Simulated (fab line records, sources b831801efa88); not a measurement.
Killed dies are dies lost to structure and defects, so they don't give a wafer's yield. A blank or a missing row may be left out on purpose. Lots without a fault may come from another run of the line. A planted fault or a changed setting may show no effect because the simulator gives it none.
fab line records | flow sky130
record lots=12 wafers=36 last_day=49
route steps=708 shown METAL1@435 METAL5@667 PASSIVATION@681 PAD_OPEN@701
lots that met no fault: from a run of the same line without faults
start_h: hours from the record's first day to the start of the lot's first wafer shown | wait_h: hours since the lot's step before | " the same as in the row above | L1.1+2: a row that stands for several wafers | - no value, or no start given | * or withheld: withheld | < > ~ a bound
route shown NAME@n: a module of which the file shows steps, and the number in the route of the first | usual: mean/standard deviation of fault-free wafers | same: alike in all rows | chamber/n: place in a boat | sites: the reading at each site | _std_site: their standard deviation | _edge_site: outer sites' mean less inner sites' | radius_mm: how far each site lies from the wafer's centre | mask NAME#n: copy n | behind: the tool/chamber that last shaped the wafer | hold: why the lot was held/for how many hours/how that ended | device: the transistor (n, p or np) that didn't switch | end of line: the same wafers' tests at the end of the route | a step without rows: its recipe alone | killed: dies lost to structure and defects at the first sort, not the wafer's yield | map: a wafer's dies, x killed, . not, _ none there
set.NAME: the setting as run; set.NAME@STEP: as run at that earlier step | model.NAME: the simulator's own value behind a step, which no gauge read
steps of the route over a sample of lots; a table a step, a row a wafer
services: from which hour (start_h, from the record's first day; less than 0 if before it) a tool's chamber was out of use, for how many hours, and why
## steps
# step SKY_METAL1_SPUTTER_01
# recipe material=TiN target_thk_nm=20 power_w=6500 time_s=16.7 chamber_pressure_pa=0.4
# usual throttle_valve_pct=30.4/1.2
# columns lot.wafer tool chamber start_h wait_h throttle_valve_pct
L765.1 pvd_sputter-02 - 733.50 0.0 29.8
L765.2 " - " " 31.0
L765.6 " - " " 32.8
L766.2 pvd_sputter-01 - 738.38 0.0 30.1
L766.4 " - " " 30.5
L766.5 " - " " 29.3
L768.2 pvd_sputter-01 - 754.55 0.0 30.6
L768.5 " - " " 30.5
L768.6 " - " " 29.4
L770.2 pvd_sputter-01 - 776.33 0.0 30.1
L770.3 " - " " 29.5
L770.4 " - " " 30.4
L772.1 pvd_sputter-04 - 792.40 0.0 30.1
L772.2 " - " " 28.7
L772.6 " - " " 31.3
L773.2 pvd_sputter-02 - 805.48 0.0 31.3
L773.4 " - " " 30.0
L773.6 " - " " 31.1
L775.2 pvd_sputter-01 - 816.22 0.0 30.7
L775.4 " - " " 30.4
L775.6 " - " " 30.6
L776.1 pvd_sputter-02 - 821.12 0.0 31.3
L776.4 " - " " 29.8
L776.5 " - " " 29.4
L777.1 pvd_sputter-04 - 832.66 0.0 30.1
L777.2 " - " " 30.0
L777.4 " - " " 28.5
L780.1 pvd_sputter-04 - 856.34 0.0 30.3
L780.2 " - " " 30.0
L780.4 " - " " 31.6
L783.1 pvd_sputter-01 - 871.53 0.0 30.3
L783.3 " - " " 30.7
L783.4 " - " " 29.3
L785.2 pvd_sputter-01 - 891.52 0.0 30.3
L785.4 " - " " 30.4
L785.6 " - " " 29.3
# step SKY_METAL5_THK_MEAS_06
# recipe thk_meas_gauge=xrf reads=AlCu_of_METAL5_SPUTTER_02
# usual METAL5_ALCU_THK=1142/15
# columns lot.wafer tool chamber start_h wait_h METAL5_ALCU_THK[nm]
L765.1 film_metro-04 - 1002.47 0.1 1138
L765.2 " - " " 1134
L765.6 " - " " 1147
L766.2 film_metro-04 - 1006.01 0.1 1132
L766.4 " - " " 1133
L766.5 " - " " 1134
L768.2 film_metro-04 - 1021.05 0.1 1140
L768.5 " - " " 1135
L768.6 " - " " 1135
L770.2 film_metro-04 - 1038.54 0.1 1145
L770.3 " - " " 1122
L770.4 " - " " 1114
L772.1 film_metro-01 - 1052.83 0.1 1150
L772.2 " - " " 1165
L772.6 " - " " 1164
L773.2 film_metro-04 - 1063.41 0.1 1131
L773.4 " - " " 1132
L773.6 " - " " 1125
L775.2 film_metro-04 - 1072.24 0.1 1127
L775.4 " - " " 1137
L775.6 " - " " 1139
L776.1 film_metro-04 - 1073.94 0.1 1152
L776.4 " - " " 1148
L776.5 " - " " 1146
L777.1 film_metro-04 - 1086.28 0.1 1135
L777.2 " - " " 1131
L777.4 " - " " 1145
L780.1 film_metro-04 - 1102.15 0.1 1153
L780.2 " - " " 1145
L780.4 " - " " 1152
L783.1 film_metro-04 - 1115.78 0.1 1151
L783.3 " - " " 1155
L783.4 " - " " 1140
L785.2 film_metro-01 - 1132.18 0.1 1164
L785.4 " - " " 1169
L785.6 " - " " 1168
# step SKY_PASSIVATION_CVD_00
# recipe material=SiO2 target_thk_nm=90 temp_c=400 time_s=withheld rf_w=600
# usual heater_power_w=626/74
# columns lot.wafer tool chamber start_h wait_h heater_power_w
L765.1 pecvd-01 1 1025.80 0.0 656
L765.2 " 0 " " 730
L765.6 " 1 " " 639
L766.2 pecvd-03 1 1029.14 0.0 651
L766.4 " 1 " " 639
L766.5 " 2 " " 503
L768.2 pecvd-04 0 1043.81 0.0 787
L768.5 " 2 " " 573
L768.6 " 1 " " 517
L770.2 pecvd-04 0 1061.32 0.0 698
L770.3 " 1 " " 542
L770.4 " 0 " " 703
L772.1 pecvd-03 2 1075.10 0.0 598
L772.2 " 1 " " 619
L772.6 " 1 " " 642
L773.2 pecvd-04 0 1085.63 0.0 717
L773.4 " 0 " " 709
L773.6 " 2 " " 514
L775.2 pecvd-01 2 1093.52 0.0 495
L775.4 " 0 " " 699
L775.6 " 2 " " 509
L776.1 pecvd-04 1 1094.65 0.0 559
L776.4 " 1 " " 575
L776.5 " 2 " " 616
L777.1 pecvd-03 0 1107.54 0.0 685
L777.2 " 1 " " 653
L777.4 " 0 " " 694
L780.1 pecvd-04 0 1122.39 0.0 791
L780.2 " 2 " " 524
L780.4 " 1 " " 526
L783.1 pecvd-01 2 1135.88 0.0 634
L783.3 " 2 " " 631
L783.4 " 0 " " 611
L785.2 pecvd-03 0 1151.34 0.0 664
L785.4 " 1 " " 576
L785.6 " 0 " " 664
# step SKY_PAD_OPEN_ETCH_07
# recipe chemistry=CF4/O2 target_depth_nm=725 stop_on=AlCu source_w=800 bias_w=150 pressure_mtorr=150 cf4_flow_sccm=80 O2_flow_sccm=10 time_s=161.1
# usual chamber_pressure_mTorr=150.00/0.13 drypump_motor_current_A=5.7/0.56 oes_product_au=0.975/0.0071 throttle_valve_pct=5.964/0.0093
# columns lot.wafer tool chamber start_h wait_h chamber_pressure_mTorr drypump_motor_current_A oes_product_au rf_hours_counter_h throttle_valve_pct
L765.1 rie_diel-04 2 1070.07 - 150.04 5.2 0.963 18 5.961
L765.2 " 1 " " 150.18 5.6 0.978 18 5.964
L765.6 " 0 " " 149.95 5.7 0.973 - 5.956
L766.2 rie_diel-01 1 1073.22 - 149.85 6.6 0.962 8 5.963
L766.4 " 3 " " 150.21 5.2 0.966 17 5.957
L766.5 " 3 " " 150.11 5.2 0.966 - 5.969
L768.2 rie_diel-03 0 1086.19 - 150.04 5.3 0.979 10 5.965
L768.5 " 3 " " 149.93 6.3 0.978 - 5.958
L768.6 " 2 " " 149.93 6.5 0.980 - 5.950
L770.2 rie_diel-01 2 1102.04 - 150.07 5.2 0.971 3 5.977
L770.3 " 3 " " 149.68 5.2 0.974 18 5.969
L770.4 " 3 " " 149.82 5.2 0.981 - 5.956
L772.1 rie_diel-01 1 1115.59 - 150.00 6.6 0.983 10 5.965
L772.2 " 2 " " 149.92 5.2 0.974 3 5.950
L772.6 " 2 " " 149.98 5.2 0.986 - 5.966
L773.2 rie_diel-01 3 1125.48 - 150.16 5.2 0.966 19 5.954
L773.4 " 1 " " 149.98 6.6 0.970 11 5.967
L773.6 " 2 " " 149.93 5.2 0.984 - 5.962
L775.2 rie_diel-01 2 1133.33 - 149.88 5.2 0.980 4 5.988
L775.4 " 2 " " 150.02 5.2 0.977 - 5.962
L775.6 " 0 " " 150.00 5.2 0.990 - 5.965
L776.1 rie_diel-04 2 1134.89 - 150.02 5.3 0.976 20 5.948
L776.4 " 3 " " 150.10 5.1 0.979 28 5.962
L776.5 " 3 " " 150.13 5.1 0.970 - 5.969
L777.1 rie_diel-03 2 1145.49 - 150.21 6.4 0.969 20 5.961
L777.2 " 1 " " 150.08 6.3 0.962 18 5.972
L777.4 " 3 " " 150.09 6.3 0.983 24 5.948
L780.1 rie_diel-04 0 1158.94 - 150.05 5.7 0.971 12 5.955
L780.2 " 1 " " 150.12 5.6 0.968 22 5.972
L780.4 " 2 " " 149.84 5.2 0.975 21 5.978
L783.1 rie_diel-01 3 1171.49 - 150.04 5.2 0.977 21 5.974
L783.3 " 2 " " 149.81 5.2 0.986 7 5.957
L783.4 " 3 " " 150.08 5.3 0.984 - 5.980
L785.2 rie_diel-03 2 1184.74 - 149.97 6.4 0.970 22 5.962
L785.4 " 1 " " 149.81 6.4 0.970 20 5.962
L785.6 " 0 " " 150.00 5.3 0.981 - 5.972
# step SKY_PAD_OPEN_PROBE_99
# usual defect_limited_yield=82.3/2 killed_at_M0_to_M3=43/6.7 killed_at_M4_up=3.0/1.9 killed_at_contacts=25/5.4 killed_at_front_end=16/4.5 killed_at_other=0.4/0.62 killed_dies=87/9.6 killed_open=47/7 killed_short=39/6.1 sort_bin_3_pad_short=0.9/0.43 sort_bin_5_function=10.4/1.6 sort_bin_6_memory=6.3/0.99 sort_n_pass=405/9.6 sort_yield_pct=82.3/2
# same gross_dies=492 killed_at_back_side=0 sort_bin_4_leakage[%]=0 sort_bin_8_speed[%]=0
# columns lot.wafer tool chamber start_h wait_h defect_limited_yield[%] killed_at_M0_to_M3 killed_at_M4_up killed_at_contacts killed_at_front_end killed_at_other killed_dies killed_open killed_short sort_bin_3_pad_short[%] sort_bin_5_function[%] sort_bin_6_memory[%] sort_n_pass sort_yield_pct[%]
L783.1 prober-01 - 1173.81 0.1 81.3 49 1 24 18 0 92 52 40 1.8 11.0 5.9 400 81.3
L783.3 prober-01 - 1173.91 0.2 82.1 45 2 23 18 0 88 43 45 0.6 10.8 6.5 404 82.1
L783.4 prober-01 - 1173.96 0.2 74.0 86 1 18 23 0 128 47 31 2.2 17.1 6.7 364 74.0
L785.2 prober-02 - 1187.39 0.1 81.7 45 3 29 12 1 90 50 37 1.0 11.0 6.3 402 81.7
L785.4 prober-02 - 1187.49 0.2 83.7 37 2 29 11 1 80 38 41 0.8 8.5 6.9 412 83.7
L785.6 prober-02 - 1187.59 0.2 74.2 94 3 21 8 1 127 40 27 4.1 15.2 6.5 365 74.2
# killed by level:class
L783.1 VIA2:geometric_particle:open=11 CONTACT:geometric_particle:open=9 VIA1:geometric_particle:open=9 METAL2:geometric_particle:short=7 METAL3:geometric_particle:short=6 LI_CONTACT:geometric_particle:open=6 FIELD_ISO:geometric_particle:short=5 FIELD_ISO:geometric_particle:open=4
L783.3 LI_CONTACT:geometric_particle:open=7 VIA1:geometric_particle:open=7 FIELD_ISO:geometric_particle:open=6 CONTACT:geometric_particle:open=6 METAL2:geometric_particle:short=6 METAL3:geometric_particle:short=6 VIA3:geometric_particle:open=6 FIELD_ISO:geometric_particle:short=5
L783.4 METAL1:unspecified=50 CONTACT:geometric_particle:open=9 METAL2:geometric_particle:short=8 FIELD_ISO:geometric_particle:short=7 POLY_GATE:geometric_particle:open=7 VIA1:geometric_particle:open=7 VIA3:geometric_particle:open=6 FIELD_ISO:geometric_particle:open=5
L785.2 VIA2:geometric_particle:open=12 CONTACT:geometric_particle:open=10 VIA1:geometric_particle:short=8 LI_CONTACT:geometric_particle:open=8 VIA1:geometric_particle:open=8 VIA3:geometric_particle:short=5 POLY_GATE:geometric_particle:open=4 LOCAL_INTERCONNECT:geometric_particle:short=4
L785.4 VIA1:geometric_particle:open=10 CONTACT:geometric_particle:open=9 LI_CONTACT:geometric_particle:open=7 METAL1:geometric_particle:short=7 FIELD_ISO:geometric_particle:short=5 LOCAL_INTERCONNECT:geometric_particle:short=5 CONTACT:geometric_particle:short=4 VIA1:geometric_particle:short=4
L785.6 METAL1:unspecified=59 VIA1:geometric_particle:open=11 CONTACT:geometric_particle:open=10 VIA1:geometric_particle:short=5 METAL3:geometric_particle:short=5 LI_CONTACT:geometric_particle:open=4 CONTACT:geometric_particle:short=4 VIA2:geometric_particle:open=4
## services
# columns tool chamber start_h hours kind
rie_diel-04 - 721.43 4.3 pm
pecvd-01 - 724.87 8.3 repair
pecvd-03 - 734.26 6.0 pm
pecvd-04 2 748.24 6.0 repair
rie_diel-01 - 752.40 2.8 pm
rie_diel-01 1 786.16 32.2 repair
rie_diel-01 2 859.01 1.7 repair
rie_diel-01 3 901.56 15.3 repair
rie_diel-01 0 924.03 25.8 repair
rie_diel-01 1 924.27 1.3 repair
rie_diel-01 2 942.74 4.6 repair
rie_diel-01 0 966.26 1.9 repair
rie_diel-01 1 977.61 3.3 repair
pecvd-03 - 1047.57 1.2 repair
rie_diel-01 - 1083.64 2.2 repair
rie_diel-01 3 1084.37 10.9 repair
rie_diel-01 0 1092.35 16.3 repair
pvd_sputter-01 - 1119.18 4.8 repair
rie_diel-01 - 1124.02 0.9 repair
rie_diel-01 1 1127.19 36.1 repair
rie_diel-01 3 1128.66 2.4 repair
pecvd-04 - 1134.71 14.6 pm
pecvd-04 2 1154.84 6.0 repair
rie_diel-01 0 1165.78 6.8 repair
## key
first_sign step=SKY_PAD_OPEN_PROBE_99 reading=killed_at_M0_to_M3 direction=up sigmas=6.9 usual=43 struck=90
effect step=SKY_PAD_OPEN_PROBE_99 reading=sort_bin_3_pad_short direction=up sigmas=5.3 usual=0.9 struck=3.2
met_at SKY_METAL1_SPUTTER_01
struck_lots L783,L785
struck_wafers L783.4,L785.6
not_acting_at SKY_METAL5_THK_MEAS_06,SKY_PASSIVATION_CVD_00,SKY_PAD_OPEN_ETCH_07
onset_between 776.33 871.53
fault kind=chamber_particle_source tool=pvd_sputter-01 chamber=- onset_h=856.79 steps=SKY_METAL1_SPUTTER_01 rate_per_visit_cm2=1.0257 end_h=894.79 scope=struck_wafers_only
